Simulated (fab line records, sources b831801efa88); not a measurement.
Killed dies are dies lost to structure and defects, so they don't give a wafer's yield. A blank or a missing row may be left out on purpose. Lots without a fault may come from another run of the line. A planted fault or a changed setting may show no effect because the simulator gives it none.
fab line records | flow sky130
record lots=24 wafers=72 last_day=50
route steps=708 shown CONTACT@432 VIA1@459 METAL2@503 CAPM@539
lots that met no fault: from a run of the same line without faults
start_h: hours from the record's first day to the start of the lot's first wafer shown | wait_h: hours since the lot's step before | " the same as in the row above | L1.1+2: a row that stands for several wafers | - no value, or no start given | * or withheld: withheld | < > ~ a bound
route shown NAME@n: a module of which the file shows steps, and the number in the route of the first | usual: mean/standard deviation of fault-free wafers | same: alike in all rows | chamber/n: place in a boat | sites: the reading at each site | _std_site: their standard deviation | _edge_site: outer sites' mean less inner sites' | radius_mm: how far each site lies from the wafer's centre | mask NAME#n: copy n | behind: the tool/chamber that last shaped the wafer | hold: why the lot was held/for how many hours/how that ended | device: the transistor (n, p or np) that didn't switch | end of line: the same wafers' tests at the end of the route | a step without rows: its recipe alone | killed: dies lost to structure and defects at the first sort, not the wafer's yield | map: a wafer's dies, x killed, . not, _ none there
set.NAME: the setting as run; set.NAME@STEP: as run at that earlier step | model.NAME: the simulator's own value behind a step, which no gauge read
steps of the route over a sample of lots; a table a step, a row a wafer
services: from which hour (start_h, from the record's first day; less than 0 if before it) a tool's chamber was out of use, for how many hours, and why
## steps
# step SKY_CONTACT_THK_MEAS_26
# recipe thk_meas_gauge=xrf reads=W_of_CONTACT_CVD_24
# usual CONTACT_W_THK=346/5.2
# columns lot.wafer tool chamber start_h wait_h CONTACT_W_THK[nm]
L074.1 film_metro-01 - 741.27 0.1 346
L074.2 " - " " 335
L074.6 " - " " 342
L075.1 film_metro-03 - 750.42 0.1 350
L075.2 " - " " 347
L075.6 " - " " 354
L077.3 film_metro-03 - 771.03 0.1 352
L077.5 " - " " 341
L077.6 " - " " 355
L076.4 film_metro-03 - 776.65 0.1 357
L076.5 " - " " 357
L076.6 " - " " 347
L078.1 film_metro-01 - 784.44 0.1 356
L078.4 " - " " 353
L078.6 " - " " 352
L079.1 film_metro-01 - 784.86 0.1 346
L079.4 " - " " 349
L079.6 " - " " 358
L080.1 film_metro-03 - 793.16 0.1 351
L080.2 " - " " 346
L080.5 " - " " 344
L081.2 film_metro-01 - 803.43 0.1 344
L081.4 " - " " 341
L081.6 " - " " 343
L082.1 film_metro-02 - 813.81 0.1 344
L082.2 " - " " 342
L082.5 " - " " 341
L083.3 film_metro-02 - 819.83 0.1 350
L083.4 " - " " 343
L083.6 " - " " 348
L084.4 film_metro-03 - 826.84 0.1 348
L084.5 " - " " 346
L084.6 " - " " 339
L085.2 film_metro-01 - 839.07 0.1 338
L085.4 " - " " 342
L085.6 " - " " 348
L086.2 film_metro-02 - 843.43 0.1 342
L086.3 " - " " 348
L086.6 " - " " 345
L087.1 film_metro-01 - 849.29 0.1 334
L087.4 " - " " 334
L087.6 " - " " 338
L088.3 film_metro-01 - 857.89 0.1 343
L088.5 " - " " 342
L088.6 " - " " 344
L089.3 film_metro-01 - 863.98 0.1 349
L089.4 " - " " 343
L089.6 " - " " 341
L090.2 film_metro-03 - 873.53 0.1 354
L090.4 " - " " 350
L090.5 " - " " 354
L091.2 film_metro-02 - 878.66 0.1 348
L091.3 " - " " 352
L091.5 " - " " 344
L092.1 film_metro-03 - 885.42 0.1 345
L092.2 " - " " 345
L092.6 " - " " 345
L093.3 film_metro-03 - 888.56 0.1 343
L093.4 " - " " 354
L093.6 " - " " 339
L094.1 film_metro-01 - 894.67 0.1 351
L094.3 " - " " 342
L094.6 " - " " 341
L095.2 film_metro-03 - 901.83 0.1 343
L095.3 " - " " 346
L095.4 " - " " 350
L096.1 film_metro-02 - 906.04 0.1 345
L096.2 " - " " 339
L096.3 " - " " 340
L097.3 film_metro-03 - 921.58 0.1 339
L097.4 " - " " 343
L097.5 " - " " 344
# step SKY_VIA1_THK_MEAS_01
# recipe reads=SiO2_of_VIA1_HDPCVD_00
# usual VIA1_HDPCVD_THK=1028/13
# columns lot.wafer tool chamber start_h wait_h VIA1_HDPCVD_THK[nm]
L074.1 film_metro-02 - 769.14 0.1 1014
L074.2 " - " " 1034
L074.6 " - " " 1009
L075.1 film_metro-01 - 778.24 0.1 1037
L075.2 " - " " 1023
L075.6 " - " " 1031
L077.3 film_metro-01 - 797.00 0.1 1020
L077.5 " - " " 1016
L077.6 " - " " 1024
L076.4 film_metro-02 - 803.06 0.0 1038
L076.5 " - " " 1017
L076.6 " - " " 1020
L078.1 film_metro-01 - 809.27 0.1 1023
L078.4 " - " " 1019
L078.6 " - " " 1040
L079.1 film_metro-04 - 810.48 0.1 1045
L079.4 " - " " 1049
L079.6 " - " " 1038
L080.1 film_metro-04 - 818.60 0.1 1032
L080.2 " - " " 1010
L080.5 " - " " 1017
L081.2 film_metro-01 - 828.49 0.1 1039
L081.4 " - " " 1029
L081.6 " - " " 1036
L082.1 film_metro-02 - 841.40 0.1 1016
L082.2 " - " " 1008
L082.5 " - " " 1020
L083.3 film_metro-04 - 847.01 0.1 1019
L083.4 " - " " 1037
L083.6 " - " " 998
L084.4 film_metro-02 - 854.21 0.0 1010
L084.5 " - " " 1034
L084.6 " - " " 1016
L085.2 film_metro-01 - 866.28 0.1 1037
L085.4 " - " " 1021
L085.6 " - " " 1031
L086.2 film_metro-01 - 871.33 0.1 1033
L086.3 " - " " 1056
L086.6 " - " " 1056
L087.1 film_metro-04 - 876.88 0.1 1047
L087.4 " - " " 1057
L087.6 " - " " 1035
L088.3 film_metro-02 - 885.12 0.1 1016
L088.5 " - " " 1023
L088.6 " - " " 1023
L089.3 film_metro-02 - 891.34 0.1 1048
L089.4 " - " " 1051
L089.6 " - " " 1036
L090.2 film_metro-04 - 900.94 0.1 1027
L090.4 " - " " 1018
L090.5 " - " " 1016
L091.2 film_metro-04 - 905.73 0.1 1020
L091.3 " - " " 1030
L091.5 " - " " 1017
L092.1 film_metro-01 - 913.02 0.1 1033
L092.2 " - " " 1025
L092.6 " - " " 1037
L093.3 film_metro-01 - 915.40 0.1 1019
L093.4 " - " " 1010
L093.6 " - " " 1014
L094.1 film_metro-04 - 921.22 0.1 1012
L094.3 " - " " 1032
L094.6 " - " " 1027
L095.2 film_metro-01 - 927.99 0.1 1026
L095.3 " - " " 1030
L095.4 " - " " 1023
L096.1 film_metro-01 - 933.25 0.1 1023
L096.2 " - " " 1042
L096.3 " - " " 1038
L097.3 film_metro-02 - 948.61 0.1 1033
L097.4 " - " " 1038
L097.5 " - " " 1022
# step SKY_VIA1_RS_MEAS_22
# recipe thk_meas_gauge=four-point-probe reads=W_of_VIA1_CVD_21+TiN_of_VIA1_SPUTTER_20
# usual VIA1_W_RS=0.427/0.0047
# columns lot.wafer tool chamber start_h wait_h VIA1_W_RS[ohm/sq]
L074.1 film_metro-01 - 795.72 0.1 0.433
L074.2 " - " " 0.427
L074.6 " - " " 0.434
L075.1 film_metro-04 - 803.60 0.1 0.422
L075.2 " - " " 0.422
L075.6 " - " " 0.418
L077.3 film_metro-04 - 822.46 0.1 0.423
L077.5 " - " " 0.429
L077.6 " - " " 0.425
L076.4 film_metro-02 - 828.08 0.1 0.426
L076.5 " - " " 0.430
L076.6 " - " " 0.427
L078.1 film_metro-02 - 834.27 0.1 0.426
L078.4 " - " " 0.430
L078.6 " - " " 0.428
L079.1 film_metro-01 - 835.77 0.1 0.431
L079.4 " - " " 0.432
L079.6 " - " " 0.434
L080.1 film_metro-01 - 845.71 0.1 0.423
L080.2 " - " " 0.432
L080.5 " - " " 0.425
L081.2 film_metro-01 - 855.86 0.1 0.421
L081.4 " - " " 0.421
L081.6 " - " " 0.423
L082.1 film_metro-01 - 866.62 0.1 0.436
L082.2 " - " " 0.424
L082.5 " - " " 0.425
L083.3 film_metro-04 - 874.52 0.1 0.433
L083.4 " - " " 0.419
L083.6 " - " " 0.433
L084.4 film_metro-04 - 881.35 0.1 0.433
L084.5 " - " " 0.426
L084.6 " - " " 0.428
L085.2 film_metro-01 - 892.76 0.1 0.425
L085.4 " - " " 0.429
L085.6 " - " " 0.431
L086.2 film_metro-01 - 897.57 0.1 0.429
L086.3 " - " " 0.425
L086.6 " - " " 0.429
L087.1 film_metro-02 - 903.38 0.1 0.429
L087.4 " - " " 0.432
L087.6 " - " " 0.429
L088.3 film_metro-04 - 912.32 0.1 0.421
L088.5 " - " " 0.432
L088.6 " - " " 0.424
L089.3 film_metro-02 - 917.89 0.1 0.423
L089.4 " - " " 0.426
L089.6 " - " " 0.432
L090.2 film_metro-04 - 927.60 0.1 0.417
L090.4 " - " " 0.416
L090.5 " - " " 0.421
L091.2 film_metro-04 - 932.70 0.1 0.421
L091.3 " - " " 0.432
L091.5 " - " " 0.433
L092.1 film_metro-02 - 942.62 0.1 0.431
L092.2 " - " " 0.429
L092.6 " - " " 0.431
L093.3 film_metro-01 - 943.77 0.1 0.425
L093.4 " - " " 0.422
L093.6 " - " " 0.425
L094.1 film_metro-01 - 948.06 0.1 0.423
L094.3 " - " " 0.417
L094.6 " - " " 0.429
L095.2 film_metro-04 - 954.05 0.1 0.430
L095.3 " - " " 0.428
L095.4 " - " " 0.431
L096.1 film_metro-02 - 959.03 0.1 0.428
L096.2 " - " " 0.427
L096.3 " - " " 0.433
L097.3 film_metro-04 - 974.21 0.1 0.424
L097.4 " - " " 0.432
L097.5 " - " " 0.424
# step SKY_VIA1_THK_MEAS_23
# recipe thk_meas_gauge=xrf reads=W_of_VIA1_CVD_21
# usual VIA1_W_THK=273/3.7
# columns lot.wafer tool chamber start_h wait_h VIA1_W_THK[nm]
L074.1 film_metro-01 - 795.84 0.1 271
L074.2 " - " " 272
L074.6 " - " " 269
L075.1 film_metro-04 - 803.72 0.1 281
L075.2 " - " " 280
L075.6 " - " " 285
L077.3 film_metro-04 - 822.56 0.1 273
L077.5 " - " " 270
L077.6 " - " " 274
L076.4 film_metro-02 - 828.17 0.1 275
L076.5 " - " " 271
L076.6 " - " " 273
L078.1 film_metro-02 - 834.39 0.1 273
L078.4 " - " " 271
L078.6 " - " " 272
L079.1 film_metro-01 - 835.89 0.1 270
L079.4 " - " " 270
L079.6 " - " " 269
L080.1 film_metro-01 - 845.83 0.1 274
L080.2 " - " " 267
L080.5 " - " " 272
L081.2 film_metro-01 - 855.97 0.1 274
L081.4 " - " " 274
L081.6 " - " " 272
L082.1 film_metro-01 - 866.74 0.1 268
L082.2 " - " " 275
L082.5 " - " " 273
L083.3 film_metro-04 - 874.62 0.1 273
L083.4 " - " " 283
L083.6 " - " " 275
L084.4 film_metro-04 - 881.44 0.1 273
L084.5 " - " " 278
L084.6 " - " " 275
L085.2 film_metro-01 - 892.87 0.1 272
L085.4 " - " " 272
L085.6 " - " " 269
L086.2 film_metro-01 - 897.68 0.1 273
L086.3 " - " " 273
L086.6 " - " " 272
L087.1 film_metro-02 - 903.50 0.1 270
L087.4 " - " " 267
L087.6 " - " " 269
L088.3 film_metro-04 - 912.42 0.1 278
L088.5 " - " " 272
L088.6 " - " " 277
L089.3 film_metro-02 - 917.99 0.1 274
L089.4 " - " " 273
L089.6 " - " " 270
L090.2 film_metro-04 - 927.71 0.1 282
L090.4 " - " " 283
L090.5 " - " " 280
L091.2 film_metro-04 - 932.81 0.1 278
L091.3 " - " " 272
L091.5 " - " " 272
L092.1 film_metro-02 - 942.74 0.1 271
L092.2 " - " " 273
L092.6 " - " " 269
L093.3 film_metro-01 - 943.87 0.1 275
L093.4 " - " " 276
L093.6 " - " " 277
L094.1 film_metro-01 - 948.18 0.1 277
L094.3 " - " " 280
L094.6 " - " " 273
L095.2 film_metro-04 - 954.16 0.1 272
L095.3 " - " " 274
L095.4 " - " " 271
L096.1 film_metro-02 - 959.15 0.1 273
L096.2 " - " " 274
L096.3 " - " " 269
L097.3 film_metro-04 - 974.31 0.1 277
L097.4 " - " " 272
L097.5 " - " " 277
# step SKY_METAL2_STRIP_20
# recipe chemistry=O2/N2 power_w=1400 pressure_mtorr=1500 platen_temp_c=withheld o2_flow_sccm=3000 n2_flow_sccm=300 overash_fraction=0.5
# usual drypump_motor_current_A=5.87/0.3 oes_product_au=0.343/0.0047 strip_time_to_endpoint_s=2.69/0.066
# columns lot.wafer tool chamber start_h wait_h drypump_motor_current_A oes_product_au rf_hours_counter_h strip_time_to_endpoint_s
L074.1 plasma_asher-01 1 820.57 0.1 5.31 0.341 103 2.67
L074.2 " 0 " " 5.64 0.345 103 2.74
L074.6 " 1 " " 5.30 0.340 - 2.72
L075.1 plasma_asher-02 0 828.37 0.1 5.81 0.341 8 2.79
L075.2 " 1 " " 5.99 0.346 8 2.78
L075.6 " 0 " " 5.81 0.347 - 2.75
L077.3 plasma_asher-01 1 848.77 0.1 5.33 0.348 - 2.81
L077.5 " 1 " " 5.34 0.341 - 2.78
L077.6 " 0 " " 5.67 0.348 - 2.61
L076.4 plasma_asher-02 1 854.82 0.1 6.05 0.345 - 2.61
L076.5 " 0 " " 5.79 0.345 - 2.63
L076.6 " 1 " " 6.03 0.348 - 2.78
L078.1 plasma_asher-02 0 861.38 0.1 5.84 0.354 12 2.83
L078.4 " 1 " " 6.03 0.346 - 2.83
L078.6 " 1 " " 6.03 0.347 - 2.82
L079.1 plasma_asher-02 1 863.28 0.1 6.06 0.348 13 2.83
L079.4 " 0 " " 5.80 0.349 - 2.82
L079.6 " 1 " " 6.05 0.336 - 2.65
L080.1 plasma_asher-03 0 872.24 0.1 6.26 0.329 78 2.56
L080.2 " 1 " " 6.20 0.341 78 2.74
L080.5 " 0 " " 6.22 0.343 - 2.74
L081.2 plasma_asher-02 1 882.54 0.1 6.03 0.346 16 2.69
L081.4 " 0 " " 5.81 0.345 - 2.70
L081.6 " 1 " " 6.04 0.345 - 2.66
L082.1 plasma_asher-02 0 891.74 0.1 5.81 0.352 17 2.74
L082.2 " 1 " " 6.04 0.336 17 2.61
L082.5 " 1 " " 6.06 0.340 - 2.57
L083.3 plasma_asher-03 1 904.07 0.1 6.20 0.343 - 2.73
L083.4 " 0 " " 6.24 0.338 - 2.59
L083.6 " 0 " " 6.24 0.335 - 2.57
L084.4 plasma_asher-02 1 906.52 0.1 6.08 0.345 - 2.65
L084.5 " 1 " " 6.05 0.345 - 2.64
L084.6 " 0 " " 5.76 0.355 - 2.81
L085.2 plasma_asher-03 0 919.96 0.1 6.25 0.344 84 2.72
L085.4 " 0 " " 6.22 0.338 - 2.70
L085.6 " 0 " " 6.24 0.345 - 2.69
L086.2 plasma_asher-02 1 922.86 0.1 6.06 0.345 22 2.75
L086.3 " 1 " " 6.03 0.343 - 2.70
L086.6 " 1 " " 6.05 0.351 - 2.73
L087.1 plasma_asher-03 1 929.54 0.1 6.22 0.344 85 2.65
L087.4 " 1 " " 6.22 0.347 - 2.63
L087.6 " 1 " " 6.22 0.341 - 2.64
L088.3 plasma_asher-02 0 941.87 0.1 5.77 0.338 - 2.63
L088.5 " 1 " " 6.08 0.344 - 2.66
L088.6 " 0 " " 5.79 0.339 - 2.64
L089.3 plasma_asher-01 1 944.32 0.1 5.30 0.343 - 2.59
L089.4 " 0 " " 5.74 0.339 - 2.71
L089.6 " 0 " " 5.68 0.340 - 2.59
L090.2 plasma_asher-02 1 952.94 0.1 6.02 0.340 25 2.66
L090.4 " 1 " " 6.03 0.342 - 2.64
L090.5 " 1 " " 6.02 0.349 - 2.67
L091.2 plasma_asher-01 0 958.78 0.1 5.67 0.347 107 2.65
L091.3 " 1 " " 5.34 0.342 - 2.67
L091.5 " 0 " " 5.68 0.348 - 2.68
L092.1 plasma_asher-01 0 967.64 0.1 5.66 0.337 108 2.64
L092.2 " 1 " " 5.30 0.340 108 2.70
L092.6 " 0 " " 5.68 0.341 - 2.74
L093.3 plasma_asher-03 0 968.72 0.1 6.19 0.339 - 2.67
L093.4 " 1 " " 6.19 0.344 - 2.69
L093.6 " 1 " " 6.18 0.348 - 2.69
L094.1 plasma_asher-02 0 973.38 0.1 5.82 0.352 27 2.70
L094.3 " 1 " " 6.02 0.344 - 2.69
L094.6 " 0 " " 5.83 0.338 - 2.70
L095.2 plasma_asher-03 0 979.18 0.1 6.21 0.340 90 2.67
L095.3 " 1 " " 6.21 0.339 - 2.67
L095.4 " 0 " " 6.22 0.341 - 2.68
L096.1 plasma_asher-01 0 983.37 0.1 5.70 0.333 110 2.74
L096.2 " 1 " " 5.29 0.346 110 2.67
L096.3 " 1 " " 5.33 0.338 - 2.70
L097.3 plasma_asher-01 0 999.21 0.1 5.68 0.340 - 2.53
L097.4 " 1 " " 5.34 0.344 - 2.62
L097.5 " 0 " " 5.66 0.335 - 2.54
# step SKY_CAPM_SPUTTER_02
# recipe material=TiN target_thk_nm=200 temp_c=300 power_w=6500 time_s=166.7 chamber_pressure_pa=0.4
# usual throttle_valve_pct=30.1/1.3
# columns lot.wafer tool chamber start_h wait_h throttle_valve_pct
L074.1 pvd_sputter-03 - 849.01 0.1 31.9
L074.2 " - " " 28.2
L074.6 " - " " 28.3
L075.1 pvd_sputter-02 - 857.25 0.1 29.6
L075.2 " - " " 31.0
L075.6 " - " " 31.2
L077.3 pvd_sputter-02 - 877.19 0.0 29.3
L077.5 " - " " 31.3
L077.6 " - " " 30.5
L076.4 pvd_sputter-03 - 883.77 0.0 31.6
L076.5 " - " " 31.6
L076.6 " - " " 28.0
L078.1 pvd_sputter-03 - 890.10 0.1 29.1
L078.4 " - " " 28.3
L078.6 " - " " 31.9
L079.1 pvd_sputter-02 - 891.93 0.1 30.0
L079.4 " - " " 31.0
L079.6 " - " " 30.2
L080.1 pvd_sputter-02 - 900.34 0.1 31.4
L080.2 " - " " 30.3
L080.5 " - " " 31.0
L081.2 pvd_sputter-03 - 908.89 0.0 32.1
L081.4 " - " " 30.3
L081.6 " - " " 29.2
L082.1 pvd_sputter-01 - 920.36 0.1 28.3
L082.2 " - " " 31.3
L082.5 " - " " 29.2
L083.3 pvd_sputter-01 - 931.86 0.0 31.4
L083.4 " - " " 28.4
L083.6 " - " " 31.4
L084.4 pvd_sputter-03 - 934.45 0.0 29.3
L084.5 " - " " 28.2
L084.6 " - " " 31.8
L085.2 pvd_sputter-01 - 948.40 0.0 31.3
L085.4 " - " " 28.3
L085.6 " - " " 29.0
L086.2 pvd_sputter-01 - 950.21 0.0 31.4
L086.3 " - " " 28.7
L086.6 " - " " 31.4
L087.1 pvd_sputter-02 - 956.70 0.1 30.6
L087.4 " - " " 31.1
L087.6 " - " " 31.1
L088.3 pvd_sputter-01 - 969.42 0.0 31.1
L088.5 " - " " 28.7
L088.6 " - " " 31.5
L089.3 pvd_sputter-01 - 972.45 0.0 28.5
L089.4 " - " " 31.3
L089.6 " - " " 28.5
L090.2 pvd_sputter-01 - 980.04 0.0 28.3
L090.4 " - " " 31.8
L090.5 " - " " 28.3
L091.2 pvd_sputter-03 - 984.78 0.0 30.3
L091.3 " - " " 31.6
L091.5 " - " " 29.1
L092.1 pvd_sputter-02 - 993.66 0.1 29.4
L092.2 " - " " 30.7
L092.6 " - " " 31.3
L093.3 pvd_sputter-01 - 995.77 0.0 28.5
L093.4 " - " " 29.1
L093.6 " - " " 31.2
L094.1 pvd_sputter-03 - 999.52 0.1 30.4
L094.3 " - " " 31.9
L094.6 " - " " 30.4
L095.2 pvd_sputter-02 - 1006.06 0.0 29.3
L095.3 " - " " 30.7
L095.4 " - " " 30.8
L096.1 pvd_sputter-03 - 1009.38 0.1 30.3
L096.2 " - " " 29.0
L096.3 " - " " 28.2
L097.3 pvd_sputter-03 - 1024.95 0.0 28.2
L097.4 " - " " 31.6
L097.5 " - " " 29.0
## services
# columns tool chamber start_h hours kind
pvd_sputter-02 - 797.55 25.6 repair
pvd_sputter-03 - 824.93 2.9 repair
plasma_asher-01 - 850.47 76.3 pm
pvd_sputter-02 - 871.33 5.8 repair
pvd_sputter-01 - 881.97 18.4 repair
plasma_asher-03 - 884.50 0.3 repair
pvd_sputter-03 1 890.21 - consumable_replace:kit
pvd_sputter-03 1 890.21 18.0 scheduled_down
pvd_sputter-03 1 890.21 18.0 vent_cycle
plasma_asher-01 - 926.75 15.6 pm
plasma_asher-03 - 930.92 2.9 repair
pvd_sputter-02 3 993.18 - consumable_replace:kit
pvd_sputter-02 3 993.18 18.0 scheduled_down
pvd_sputter-02 3 993.18 18.0 vent_cycle
pvd_sputter-02 - 998.61 5.5 repair
## key
fault none
